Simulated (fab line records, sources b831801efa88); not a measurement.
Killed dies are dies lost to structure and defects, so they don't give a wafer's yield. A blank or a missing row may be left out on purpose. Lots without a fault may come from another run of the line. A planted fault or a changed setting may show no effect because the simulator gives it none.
A struck lot beside a sound one | flow sky130 | 18 steps out of a route of 708
Sound: wafers L169.1, L169.2, L169.5. Struck: wafers L175.1, L175.5, L175.6. The cause comes at the end.
At each step with rows: each side's tool, then ch and its chambers, then its first start. Under that, the readings that differ: sound wafers | struck wafers | difference of the means | sigmas: that difference in standard deviations of wafers without a fault.
alike: readings whose means differ by less than 2 such deviations, and words and numbers that are the same on both sides. not compared: withheld readings, readings that some wafer has no value for, bounds like >300 that may hide the same value, and numbers for which the record gives no deviation and whose values overlap.
The two part at a step that has a row with sigmas, a row that says differs or no value, or rows on one side only. Numbers that don't overlap but have no deviation are shown without sigmas and don't part them. A reading that every wafer of one side lacks parts them only if that side has two wafers or more.

first, 4 steps without rows for these wafers: SKY_LDD_HVN_SOFTBAKE_03 (time 60 s); SKY_LDD_HVN_EXPOSE_04 (exposes mask HVNTM, target cd 700 nm); SKY_LDD_HVN_PEB_05; SKY_LDD_HVN_DEVELOP_06 (develop time 60 s).
SKY_LDD_HVN_OVL_MEAS_07:
  sound on overlay-02, day 19 23:41; struck on overlay-01, day 22 11:28
  alike: LDD_HVN_OVL
then, 1 step without rows for these wafers: SKY_LDD_HVN_IMPLANT_08.
SKY_LDD_HVN_STRIP_09: strips in O2/N2.
  sound on plasma_asher-03 ch 0,1, day 19 23:52; struck on plasma_asher-03 ch 0,1, day 22 11:40
  alike: drypump_motor_current_A, o2_flow_sccm, oes_product_au, strip_time_to_endpoint_s
  not compared: rf_hours_counter_h
SKY_LDD_HVN_TW_MEAS_10:
  sound on film_metro-02, day 19 23:58; struck on film_metro-02, day 22 11:46
  alike: LDD_HVN_TW
then, 4 steps without rows for these wafers: SKY_LDD_HVP_DEHYDRATE_00 (time 60 s); SKY_LDD_HVP_HMDS_01 (prime time 60 s); SKY_LDD_HVP_COAT_02 (resist thk 300 nm); SKY_LDD_HVP_SOFTBAKE_03 (time 60 s).
SKY_LDD_HVP_EXPOSE_04: exposes mask HVPTM, target cd 700 nm.
  sound on iline_stepper-02 ch 0, day 20 14:59; struck on iline_stepper-01 ch 0, day 23 03:05
  reading                         | sound                | struck            | difference | sigmas
  model.LDD_HVP.overlay_x_nm (nm) | 0.5949 0.5949 0.5949 | 41.09 41.09 41.09 | +40.50     |
  alike: mask, stage_vel_mm_s
then, 2 steps without rows for these wafers: SKY_LDD_HVP_PEB_05; SKY_LDD_HVP_DEVELOP_06 (develop time 60 s).
SKY_LDD_HVP_OVL_MEAS_07:
  sound on overlay-02, day 21 06:07; struck on overlay-01, day 23 17:49
  reading          | sound       | struck         | difference | sigmas
  LDD_HVP_OVL (nm) | 0.2 0.3 2.6 | 41.9 40.8 43.6 | +41.1      | +32
then, 1 step without rows for these wafers: SKY_LDD_HVP_IMPLANT_08.
-- the record jumps here: 24 days lie between the struck wafers' starts before and after (it left off in module LDD_HVP and takes up again in module PAD_OPEN, whose first step shown is number 708 of the route) --
SKY_PAD_OPEN_PROBE_99:
  sound on prober-02, day 45 11:03; struck on prober-01, day 47 07:14
  reading            | sound    | struck   | difference | sigmas
  killed_at_M0_to_M3 | 58 63 59 | 51 39 36 | -18        | -2
  alike: killed_at_M4_up, killed_at_contacts, killed_at_front_end, killed_at_other, killed_dies, killed_open, killed_short

WHERE THEY PART
First at SKY_LDD_HVP_OVL_MEAS_07; last, within this record, at SKY_PAD_OPEN_PROBE_99.

WHY: what the simulator had put in
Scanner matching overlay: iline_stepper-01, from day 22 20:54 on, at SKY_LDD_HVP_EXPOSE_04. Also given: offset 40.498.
